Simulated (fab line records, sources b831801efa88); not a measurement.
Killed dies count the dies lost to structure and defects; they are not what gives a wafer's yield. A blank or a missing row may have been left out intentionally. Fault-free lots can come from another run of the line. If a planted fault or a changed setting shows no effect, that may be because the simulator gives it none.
fab line records	flow sky130
record lots=7	wafers=21	last-day=50
route steps=708 shown GATE_OXIDE@201 POLY_GATE@204 RES_PROTECT@206 PAD_OPEN@708
lots that met no fault: taken from a fault-free run of the same line
start-h: start of the lot's first displayed wafer, in hours after the record's first day	wait-h: hours elapsed since this lot's preceding step	" unchanged from the row above	L1.1+2: one row covering several wafers at once	- no value, or no start given	* or withheld: withheld	< > ~ a bound
route shown NAME@n: NAME is a module with steps in the file, n the number in the route of the first one	usual: mean and standard deviation over wafers with no fault	same: alike in all rows	chamber/n: place in a boat	sites: per-site readings	_std_site: their standard deviation	_edge_site: outer sites' mean less inner sites'	radius-mm: for every site, how far away it sits from the centre of the wafer	mask NAME#n: copy n	behind: tool/chamber where the wafer was last shaped	hold: reason for holding the lot/hours on hold/outcome of the hold	device: transistor that didn't switch, given as n, p or np	end of line: the same wafers' tests at the end of the route	where a step has no rows: the recipe by itself	killed: count of dies lost to structure and defects at first sort (not the wafer's yield)	map: shows each die of a wafer: x if killed, . if not, _ if none is there
set.NAME: the setting the step ran with; set.NAME@STEP: the setting that earlier step ran with	model.NAME: the simulator's own value behind a step, which no gauge read
lots at some steps of the route; a table a step, a row a wafer
services: a tool's chamber out of use, with start hour (start-h, from the record's first day; less than 0 if before it), hours out, and reason
## steps
# step SKY_GATE_OXIDE_TW_MEAS_14
# usual GATE_OXIDE_TW=223.6/1.3
lot.wafer	tool	chamber	start-h	wait-h	GATE_OXIDE_TW
L139.1	film-metro-03	-	305.28	0.1	224.3
L139.3	"	-	"	"	225.4
L139.4	"	-	"	"	225.4
L145.1	film-metro-03	-	362.24	0.1	223.2
L145.3	"	-	"	"	224.4
L145.5	"	-	"	"	225.3
L151.2	film-metro-04	-	410.73	0.1	222.6
L151.3	"	-	"	"	224.3
L151.6	"	-	"	"	222.8
L152.1	film-metro-03	-	420.13	0.1	225.1
L152.2	"	-	"	"	223.9
L152.6	"	-	"	"	226.0
L155.3	film-metro-04	-	441.47	0.1	224.1
L155.5	"	-	"	"	223.5
L155.6	"	-	"	"	224.2
L157.3	film-metro-03	-	469.47	0.1	225.4
L157.4	"	-	"	"	223.9
L157.6	"	-	"	"	223.9
L161.1	film-metro-01	-	497.00	0.1	221.5
L161.3	"	-	"	"	222.1
L161.6	"	-	"	"	221.9
# step SKY_GATE_OXIDE_CLEAN_15
# recipe chemistry=SC1/SC2	mix=1:4:20	temp-c=70	time-s=150	dry=n2-spin
# step SKY_GATE_OXIDE_OXIDATION_16
# recipe temp-c=800	ambient=O2	idle-temp-c=700	ramp-up-c-per-min=10	ramp-down-c-per-min=3	stabilise-s=600	purge-s=300	target-thk-a=35.7	ox-time-s=1915
# step SKY_POLY_GATE_CVD_00
# recipe material=poly-Si	target-thk-nm=180	temp-c=620	time-s=720	pressure-mtorr=200
# step SKY_POLY_GATE_THK_MEAS_01
# recipe reads=poly-Si_of_POLY_GATE_CVD_00
# usual POLY_GATE_CVD_00_THK=180.6/1.7
lot.wafer	tool	chamber	start-h	wait-h	POLY_GATE_CVD_00_THK[nm]
L139.1	film-metro-03	-	316.39	0.0	179.9
L139.3	"	-	"	"	178.5
L139.4	"	-	"	"	180.5
L145.1	film-metro-04	-	366.18	0.0	179.3
L145.3	"	-	"	"	180.6
L145.5	"	-	"	"	179.4
L151.2	film-metro-02	-	414.57	0.0	183.7
L151.3	"	-	"	"	183.2
L151.6	"	-	"	"	182.8
L152.1	film-metro-03	-	424.00	0.0	180.5
L152.2	"	-	"	"	181.8
L152.6	"	-	"	"	181.3
L155.3	film-metro-03	-	444.60	0.0	177.5
L155.5	"	-	"	"	179.3
L155.6	"	-	"	"	177.6
L157.3	film-metro-04	-	473.12	0.0	178.2
L157.4	"	-	"	"	179.2
L157.6	"	-	"	"	179.1
L161.1	film-metro-03	-	499.84	0.0	179.3
L161.3	"	-	"	"	177.8
L161.6	"	-	"	"	178.9
# step SKY_RES_PROTECT_DEHYDRATE_00
# recipe temp-c=200	time-s=60
# step SKY_RES_PROTECT_HMDS_01
# recipe prime-time-s=60	prime-temp-c=120
# step SKY_RES_PROTECT_COAT_02
# recipe resist=NOVOLAK	spin-rpm=3000	resist-thk-nm=1140
# step SKY_RES_PROTECT_SOFTBAKE_03
# recipe temp-c=90	time-s=60	resist=NOVOLAK
# step SKY_RES_PROTECT_EXPOSE_04
# recipe mask-id=RPM	na=0.6	source-shape=conventional	sigma-outer=0.6	polarization=unpolarized	target-cd-nm=1270	dose-mj=131
# step SKY_RES_PROTECT_PEB_05
# recipe temp-c=withheld	time-s=*	resist=NOVOLAK
# step SKY_RES_PROTECT_DEVELOP_06
# recipe resist=NOVOLAK	developer=TMAH	develop-time-s=60	dev-temp-c=23
# step SKY_POLY_GATE_IMPLANT_02
# recipe species=P	energy-kev=30	dose-cm2=7.7e+15	tilt-deg=0
# usual beam-energy-keV=30.000/0.0099	beam-on-s=34.1/2.5	end-station-pressure-torr=1.12e-05/8.5e-07
lot.wafer	tool	chamber	start-h	wait-h	beam-energy-keV	beam-on-s	end-station-pressure-torr
L139.1	implanter-02	0	342.36	0.1	29.970	33.5	1.18e-05
L139.3	"	0	"	"	29.991	33.6	1.08e-05
L139.4	"	0	"	"	29.993	34.3	1.19e-05
L145.1	implanter-03	0	395.10	0.1	29.993	36.9	9.6e-06
L145.3	"	0	"	"	30.008	37.9	1.03e-05
L145.5	"	0	"	"	29.987	36.8	9.3e-06
L145.1	implanter-03	0	395.56	0.4	29.995	36.0	1e-05
L145.3	"	0	"	"	30.009	38.8	1.05e-05
L145.5	"	0	"	"	30.018	36.9	1.1e-05
L151.2	implanter-04	0	444.49	0.1	30.012	31.7	1.11e-05
L151.3	"	0	"	"	29.992	32.2	1.18e-05
L151.6	"	0	"	"	30.009	31.5	1.21e-05
L151.2	implanter-04	0	444.80	0.3	30.014	31.7	1.18e-05
L151.3	"	0	"	"	30.010	31.7	1.18e-05
L151.6	"	0	"	"	30.004	31.9	1.21e-05
L152.1	implanter-04	0	453.58	0.1	30.001	32.4	1.19e-05
L152.2	"	0	"	"	30.007	31.9	1.17e-05
L152.6	"	0	"	"	30.004	31.5	1.19e-05
L152.1	implanter-04	0	453.89	0.3	30.010	30.8	1.29e-05
L152.2	"	0	"	"	30.017	31.6	1.18e-05
L152.6	"	0	"	"	29.996	30.8	1.12e-05
L155.3	implanter-03	0	475.00	0.1	30.013	36.4	1.1e-05
L155.5	"	0	"	"	30.002	36.8	1.13e-05
L155.6	"	0	"	"	29.994	37.4	9.8e-06
L157.3	implanter-02	0	503.57	0.1	29.996	33.4	1.15e-05
L157.4	"	0	"	"	30.000	32.7	1.2e-05
L157.6	"	0	"	"	30.001	33.6	1.12e-05
L161.1	implanter-04	0	530.16	0.1	30.013	30.9	1.11e-05
L161.3	"	0	"	"	30.002	31.5	1.2e-05
L161.6	"	0	"	"	30.004	30.9	1.13e-05
# step SKY_RES_PROTECT_STRIP_07
# recipe chemistry=O2/N2	power-w=1400	pressure-mtorr=1500	platen-temp-c=withheld	o2-flow-sccm=3000	n2-flow-sccm=300	overash-fraction=0.5
# usual drypump-motor-current-A=5.71/0.28	oes-product-au=0.518/0.0041	strip-time-to-endpoint-s=23.31/0.047
lot.wafer	tool	chamber	start-h	wait-h	drypump-motor-current-A	oes-product-au	rf-hours-counter-h	strip-time-to-endpoint-s
L139.1	plasma-asher-03	0	342.51	0.1	5.98	0.516	50	23.35
L139.3	"	1	"	"	5.91	0.516	-	23.36
L139.4	"	0	"	"	5.99	0.519	-	23.37
L145.1	plasma-asher-01	0	395.71	0.1	5.53	0.500	74	25.13
L145.3	"	0	"	"	5.57	0.494	-	25.09
L145.5	"	1	"	"	6.06	0.499	-	25.12
L151.2	plasma-asher-03	0	444.93	0.1	5.99	0.503	61	25.15
L151.3	"	1	"	"	5.92	0.495	-	25.19
L151.6	"	1	"	"	5.89	0.503	-	25.19
L152.1	plasma-asher-01	1	454.04	0.1	5.99	0.498	2	25.20
L152.2	"	0	"	"	5.54	0.491	2	25.19
L152.6	"	1	"	"	6.01	0.503	-	25.20
L155.3	plasma-asher-04	1	475.13	0.1	5.22	0.510	-	23.37
L155.5	"	1	"	"	5.25	0.518	-	23.32
L155.6	"	0	"	"	5.70	0.516	-	23.31
L157.3	plasma-asher-04	1	503.71	0.1	5.26	0.512	-	23.27
L157.4	"	0	"	"	5.74	0.522	-	23.31
L157.6	"	0	"	"	5.77	0.515	-	23.29
L161.1	plasma-asher-04	0	530.31	0.1	5.75	0.521	83	23.30
L161.3	"	1	"	"	5.22	0.519	-	23.28
L161.6	"	1	"	"	5.24	0.517	-	23.29
# step SKY_RES_PROTECT_TW_MEAS_08
# usual POLY_GATE_TW=4035/31
lot.wafer	tool	chamber	start-h	wait-h	POLY_GATE_TW
L139.1	film-metro-04	-	342.61	0.1	4037
L139.3	"	-	"	"	4033
L139.4	"	-	"	"	3998
L145.1	film-metro-04	-	395.81	0.1	4147
L145.3	"	-	"	"	4133
L145.5	"	-	"	"	4135
L151.2	film-metro-01	-	445.04	0.1	4138
L151.3	"	-	"	"	4135
L151.6	"	-	"	"	4138
L152.1	film-metro-01	-	454.14	0.1	4127
L152.2	"	-	"	"	4125
L152.6	"	-	"	"	4140
L155.3	film-metro-02	-	475.22	0.1	4100
L155.5	"	-	"	"	4077
L155.6	"	-	"	"	4086
L157.3	film-metro-04	-	503.79	0.1	4079
L157.4	"	-	"	"	4059
L157.6	"	-	"	"	4052
L161.1	film-metro-02	-	530.41	0.1	4094
L161.3	"	-	"	"	4072
L161.6	"	-	"	"	4108
# step SKY_RES_PROTECT_CLEAN_09
# recipe chemistry=SC1/SC2	mix=1:4:20	temp-c=70	time-s=150	dry=n2-spin
# step SKY_PAD_OPEN_PROBE_99
# usual killed_at_M0_to_M3=44/6	killed_at_M4_up=2.9/1.5	killed-at-contacts=24/4.9	killed-at-front-end=16/4.3	killed-at-other=0.3/0.54	killed-dies=87/8.7	killed-open=48/6.7	killed-short=39/5.9
# same gross-dies=492	killed-at-back-side=0
lot.wafer	tool	chamber	start-h	wait-h	killed_at_M0_to_M3	killed_at_M4_up	killed-at-contacts	killed-at-front-end	killed-at-other	killed-dies	killed-open	killed-short	model.etest.res-poly.line-ohm-um	model.etest.licon-poly.rc-ohm	model.etest.res-poly.rs-ohm-sq
L139.1	prober-02	-	1081.63	0.1	35	1	19	12	0	67	29	38	542.2	147.6	48.6
L139.3	prober-02	-	1081.73	0.2	50	6	24	16	0	96	57	39	543.8	144.7	48.49
L139.4	prober-02	-	1081.78	0.2	40	1	23	21	0	85	44	41	512.9	146.6	48.56
L145.1	prober-02	-	1115.15	0.1	51	4	19	17	0	91	51	40	385.2	105.1	36.26
L145.3	prober-02	-	1115.25	0.2	39	2	29	17	0	87	44	43	387.9	103.7	35.89
L145.5	prober-02	-	1115.35	0.2	44	4	30	19	1	98	55	43	371.7	101.2	36.34
L151.2	prober-02	-	1147.72	0.1	43	1	27	19	1	91	52	39	381.9	105.4	35.79
L151.3	prober-02	-	1147.77	0.2	35	5	29	19	0	88	48	39	380.4	101.8	35.59
L151.6	prober-02	-	1147.92	0.2	44	2	22	20	0	88	51	37	373.2	104.2	35.65
L152.1	prober-01	-	1152.17	0.1	50	2	27	27	0	106	60	46	398.6	103.3	35.9
L152.2	prober-01	-	1152.22	0.1	44	5	20	18	0	87	51	36	381.8	103.8	36.48
L152.6	prober-01	-	1152.42	0.2	36	4	21	19	0	80	42	38	413.2	103.8	36.06
L155.3	prober-02	-	1165.47	0.2	41	2	26	14	1	84	50	34	507.9	149.9	48.61
L155.5	prober-02	-	1165.57	0.2	54	3	25	10	1	93	43	50	521	156.7	49.03
L155.6	prober-02	-	1165.62	0.2	46	3	22	11	0	82	47	35	497.2	150.7	48.32
L157.3	prober-02	-	1181.18	0.2	41	2	21	10	2	76	51	25	510.4	149	48.69
L157.4	prober-02	-	1181.23	0.2	50	2	23	8	1	84	54	30	495.6	155.7	49.09
L157.6	prober-02	-	1181.33	0.2	35	4	18	13	1	71	35	34	511.5	154.3	48.92
L161.1	prober-02	-	1193.55	0.1	35	4	14	16	0	69	35	34	527.2	154.5	47.72
L161.3	prober-02	-	1193.65	0.2	46	5	29	29	0	109	59	50	512.7	154.2	48.03
L161.6	prober-02	-	1193.80	0.2	41	3	23	24	0	91	45	46	539.6	154.7	48.67
# killed by level:class
L139.1 VIA1:geometric-particle:open=8 METAL2:geometric-particle:short=6 VIA2:geometric-particle:open=6 LI_CONTACT:geometric-particle:open=5 LOCAL_INTERCONNECT:geometric-particle:short=5 VIA1:geometric-particle:short=5 CONTACT:geometric-particle:short=4 CONTACT:geometric-particle:open=4
L139.3 VIA1:geometric-particle:open=17 VIA1:geometric-particle:short=9 CONTACT:geometric-particle:open=9 VIA2:geometric-particle:open=9 LI_CONTACT:geometric-particle:open=7 POLY_GATE:geometric-particle:open=6 POLY_GATE:geometric-particle:short=4 FIELD_ISO:geometric-particle:short=3
L139.4 CONTACT:geometric-particle:open=12 VIA1:geometric-particle:open=9 VIA1:geometric-particle:short=7 FIELD_ISO:geometric-particle:short=6 VIA2:geometric-particle:open=5 FIELD_ISO:geometric-particle:open=4 POLY_GATE:geometric-particle:open=4 CONTACT:geometric-particle:short=4
L145.1 VIA1:geometric-particle:open=16 VIA3:geometric-particle:open=11 POLY_GATE:geometric-particle:short=7 VIA2:geometric-particle:short=6 METAL2:geometric-particle:short=5 LI_CONTACT:geometric-particle:open=4 CONTACT:geometric-particle:short=4 CONTACT:geometric-particle:open=4
L145.3 CONTACT:geometric-particle:open=8 LI_CONTACT:geometric-particle:open=7 VIA1:geometric-particle:open=7 POLY_GATE:geometric-particle:short=6 CONTACT:geometric-particle:short=6 VIA3:geometric-particle:short=6 FIELD_ISO:geometric-particle:open=5 VIA2:geometric-particle:open=5
L145.5 CONTACT:geometric-particle:open=16 VIA1:geometric-particle:open=11 VIA1:geometric-particle:short=9 POLY_GATE:geometric-particle:open=7 LI_CONTACT:geometric-particle:open=6 VIA3:geometric-particle:open=6 CONTACT:geometric-particle:short=5 FIELD_ISO:geometric-particle:short=4
L151.2 VIA1:geometric-particle:open=12 CONTACT:geometric-particle:open=11 LI_CONTACT:geometric-particle:open=7 VIA2:geometric-particle:open=7 FIELD_ISO:geometric-particle:short=6 VIA1:geometric-particle:short=5 METAL1:geometric-particle:short=5 FIELD_ISO:geometric-particle:open=4
L151.3 CONTACT:geometric-particle:open=11 VIA1:geometric-particle:open=9 LI_CONTACT:geometric-particle:open=7 METAL1:geometric-particle:short=6 POLY_GATE:geometric-particle:open=5 VIA2:geometric-particle:open=5 METAL4:geometric-particle:short=5 POLY_GATE:geometric-particle:short=4
L151.6 VIA1:geometric-particle:open=13 CONTACT:geometric-particle:open=7 METAL2:geometric-particle:short=7 LI_CONTACT:geometric-particle:open=6 CONTACT:geometric-particle:short=6 VIA3:geometric-particle:open=6 POLY_GATE:geometric-particle:open=5 VIA2:geometric-particle:open=4
L152.1 VIA1:geometric-particle:open=11 POLY_GATE:geometric-particle:open=9 CONTACT:geometric-particle:open=9 VIA3:geometric-particle:open=8 VIA2:geometric-particle:open=8 LI_CONTACT:geometric-particle:open=7 METAL1:geometric-particle:short=7 LOCAL_INTERCONNECT:geometric-particle:short=6
L152.2 VIA1:geometric-particle:open=16 CONTACT:geometric-particle:open=8 METAL2:geometric-particle:short=6 VIA2:geometric-particle:open=6 VIA3:geometric-particle:open=6 POLY_GATE:geometric-particle:short=5 FIELD_ISO:geometric-particle:short=4 LI_CONTACT:geometric-particle:open=4
L152.6 FIELD_ISO:geometric-particle:open=7 CONTACT:geometric-particle:open=7 LI_CONTACT:geometric-particle:open=7 VIA3:geometric-particle:open=7 FIELD_ISO:geometric-particle:short=5 LOCAL_INTERCONNECT:geometric-particle:short=5 VIA1:geometric-particle:open=5 VIA2:geometric-particle:open=5
L155.3 VIA1:geometric-particle:open=11 LI_CONTACT:geometric-particle:open=9 CONTACT:geometric-particle:open=8 VIA1:geometric-particle:short=8 VIA3:geometric-particle:open=7 FIELD_ISO:geometric-particle:open=5 CONTACT:geometric-particle:short=5 VIA3:geometric-particle:short=5
L155.5 VIA1:geometric-particle:open=9 CONTACT:geometric-particle:short=8 CONTACT:geometric-particle:open=8 METAL1:geometric-particle:short=7 METAL2:geometric-particle:short=7 METAL3:geometric-particle:short=7 VIA2:geometric-particle:open=6 VIA3:geometric-particle:open=5
L155.6 VIA1:geometric-particle:open=12 CONTACT:geometric-particle:open=7 VIA2:geometric-particle:open=7 VIA1:geometric-particle:short=7 VIA3:geometric-particle:open=7 LI_CONTACT:geometric-particle:open=6 CONTACT:geometric-particle:short=4 METAL1:geometric-particle:short=4
L157.3 VIA1:geometric-particle:open=11 VIA2:geometric-particle:open=8 LI_CONTACT:geometric-particle:open=7 CONTACT:geometric-particle:open=7 VIA3:geometric-particle:open=6 VIA1:geometric-particle:short=4 POLY_GATE:geometric-particle:short=3 CONTACT:geometric-particle:short=3
L157.4 VIA1:geometric-particle:open=13 VIA3:geometric-particle:open=11 LI_CONTACT:geometric-particle:open=8 CONTACT:geometric-particle:open=8 VIA2:geometric-particle:open=7 METAL3:geometric-particle:short=6 METAL1:geometric-particle:short=5 VIA1:geometric-particle:short=4
L157.6 VIA3:geometric-particle:open=7 CONTACT:geometric-particle:open=6 FIELD_ISO:geometric-particle:short=4 LI_CONTACT:geometric-particle:open=4 LOCAL_INTERCONNECT:geometric-particle:short=4 METAL1:geometric-particle:short=4 VIA2:geometric-particle:open=4 POLY_GATE:geometric-particle:short=3
L161.1 VIA1:geometric-particle:open=7 VIA2:geometric-particle:open=6 VIA3:geometric-particle:open=6 FIELD_ISO:geometric-particle:short=5 VIA1:geometric-particle:short=5 FIELD_ISO:geometric-particle:open=4 POLY_GATE:geometric-particle:short=4 CONTACT:geometric-particle:open=4
L161.3 VIA3:geometric-particle:open=10 VIA1:geometric-particle:open=10 CONTACT:geometric-particle:open=9 FIELD_ISO:geometric-particle:short=8 LI_CONTACT:geometric-particle:open=8 VIA2:geometric-particle:open=7 POLY_GATE:geometric-particle:open=6 METAL1:geometric-particle:short=6
L161.6 POLY_GATE:geometric-particle:open=8 CONTACT:geometric-particle:open=8 VIA2:geometric-particle:open=7 METAL1:geometric-particle:short=7 VIA1:geometric-particle:short=6 VIA1:geometric-particle:open=6 FIELD_ISO:geometric-particle:short=5 CONTACT:geometric-particle:short=5
## services
tool	chamber	start-h	hours	kind
plasma-asher-03	-	337.01	2.8	pm
implanter-04	-	393.68	3.7	pm
implanter-03	-	400.55	8.2	pm
implanter-02	-	414.12	4.1	repair
plasma-asher-01	-	421.25	9.0	pm
plasma-asher-01	0	421.25	9.0	vent-cycle
plasma-asher-01	1	421.25	9.0	vent-cycle
plasma-asher-01	0	430.25	-	clean
plasma-asher-01	1	430.25	-	clean
implanter-03	-	432.40	10.2	pm
implanter-04	-	454.91	3.1	repair
implanter-04	-	483.17	2.2	pm
plasma-asher-01	-	488.52	6.4	repair
plasma-asher-01	-	494.95	28.1	pm
## key
first-sign step=SKY_POLY_GATE_IMPLANT_02	reading=visit	direction=added
effect step=SKY_RES_PROTECT_STRIP_07	reading=strip-time-to-endpoint-s	direction=up	sigmas=39	usual=*	struck=*
effect step=SKY_RES_PROTECT_TW_MEAS_08	reading=POLY_GATE_TW	direction=up	sigmas=3.2	usual=4035	struck=4135
model-effect step=SKY_PAD_OPEN_PROBE_99	value=etest.res-poly.line-ohm-um	without=522.6	struck=386
met-at SKY_POLY_GATE_IMPLANT_02
struck-wafers L145.1,L145.3,L145.5,L151.2,L151.3,L151.6,L152.1,L152.2,L152.6
tester-left-out L145,L151,L152
fault kind=repeated-step-whole	tool=implanter-02,implanter-03,implanter-04	chamber=-	onset-h=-	steps=SKY_POLY_GATE_IMPLANT_02	times=1	scope=struck-lots-only
# tester-left-out: of these lots the tester's yield and bins aren't shown, on N5 and GAA mostly nor the transistor test; their killed dies are dies lost to structure and defects alone, not to doping, threshold or leakage, so they don't give the yield
